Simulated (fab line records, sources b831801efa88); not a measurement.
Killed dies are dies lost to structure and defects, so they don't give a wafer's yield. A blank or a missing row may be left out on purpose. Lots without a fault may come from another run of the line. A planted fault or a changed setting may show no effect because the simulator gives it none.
Chamber matching | flow sky130 | SKY_FIELD_ISO_CVD_24 on hdpcvd-01: 3 sister chambers
The step deposits SiO2, target thk 595 nm, time 99.2 s. 6 wafers are shown with their chamber, then 7 later ones without.

WAFERS WITH THEIR CHAMBER
wafer  | chamber | sih4_flow_sccm (sccm)
L303.2 | 1       | 60.12
L303.4 | 0       | 60.06
L304.5 | 0       | 59.78
L304.6 | 1       | 60.16
L310.3 | 2       | 59.85
L310.4 | 2       | 60.32

WAFERS WITHOUT THEIR CHAMBER
wafer  | sih4_flow_sccm (sccm)
L310.6 | 59.93
L315.1 | 60.06
L315.4 | 59.83
L315.6 | 60.02
L316.4 | 59.64
L316.5 | 59.81
L316.6 | 60.15

WHICH CHAMBER EACH WENT THROUGH
wafer  | from the rows above          | in truth
L310.6 | can't be placed: 0 or 2 or 1 | 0
L315.1 | can't be placed: 2 or 1 or 0 | 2
L315.4 | can't be placed: 0 or 2 or 1 | 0
L315.6 | can't be placed: 2 or 0 or 1 | 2
L316.4 | can't be placed: 0 or 2 or 1 | 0
L316.5 | can't be placed: 0 or 2 or 1 | 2
L316.6 | can't be placed: 1 or 2 or 0 | 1
Placed correctly: 0 of 7. Can't be placed from these rows: 7 (the true chamber is among the candidates in 7). Placed wrongly: 0.
How it was worked out, from the rows above alone: a wafer's distance from a chamber is the root of the sum, over the readings, of the square of ((its reading less the chamber's mean) divided by the reading's scatter). The wafer belongs to the nearest chamber; if the next one is less than 2 further off, it can't be placed. A chamber's mean is the mean of its shown wafers. The scatter: the root of (the sum of the squares of (reading less its chamber's mean) over the shown wafers, divided by (wafers less chambers)).
